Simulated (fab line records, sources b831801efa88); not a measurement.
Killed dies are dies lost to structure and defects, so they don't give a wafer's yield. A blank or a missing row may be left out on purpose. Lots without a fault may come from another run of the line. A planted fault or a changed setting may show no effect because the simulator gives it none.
Which tool did it? | flow sky130 | 11 lots, 32 wafers sampled, at 1 step of a route of 708

WHAT THE GAUGES READ, wafer by wafer
SKY_VIA2_THK_MEAS_23: measures by xrf.
lot  | measured     | on            | VIA2_W_THK (nm)
L954 | day 36 22:34 | film_metro-03 | 424 417 416
L955 | day 37 15:28 | film_metro-01 | 418 416 429
L956 | day 37 17:57 | film_metro-01 | 417 427 427
L957 | day 37 20:16 | film_metro-01 | 415 422 416
L958 | day 38 09:41 | film_metro-01 | 429 416 415
L962 | day 39 17:30 | film_metro-02 | 408 407
L968 | day 41 00:41 | film_metro-02 | 407 404 405
L973 | day 42 13:28 | film_metro-03 | 410 425 415
L974 | day 42 21:38 | film_metro-01 | 415 411 419
L975 | day 42 23:22 | film_metro-03 | 422 416 418
L976 | day 43 06:43 | film_metro-02 | 413 413 417

WHICH TOOL RAN EACH LOT (tool, then ch and the chambers of the sampled wafers, then the start)
The record holds no process step before these readings.

THE ANSWER, worked out from the rows above alone
Rule: what is usual is taken from the lots themselves. Put in order of their means at a reading, lots are off if they are a third of the lots or fewer, leave a main group of 4 or more, and stand apart from it by a gap of 3 or more times the standard deviation of the main group's means; of several such gaps the widest counts. A main group whose means are all the same, to the digits that the tables above print for the reading, isn't used. A lot without any number at a reading at which 4 lots or more have one is off too. The other lots that the step has rows for count as sound.
No lot is off at any reading shown: from this, nothing can be told.

WHAT THE SIMULATOR HAD PUT IN
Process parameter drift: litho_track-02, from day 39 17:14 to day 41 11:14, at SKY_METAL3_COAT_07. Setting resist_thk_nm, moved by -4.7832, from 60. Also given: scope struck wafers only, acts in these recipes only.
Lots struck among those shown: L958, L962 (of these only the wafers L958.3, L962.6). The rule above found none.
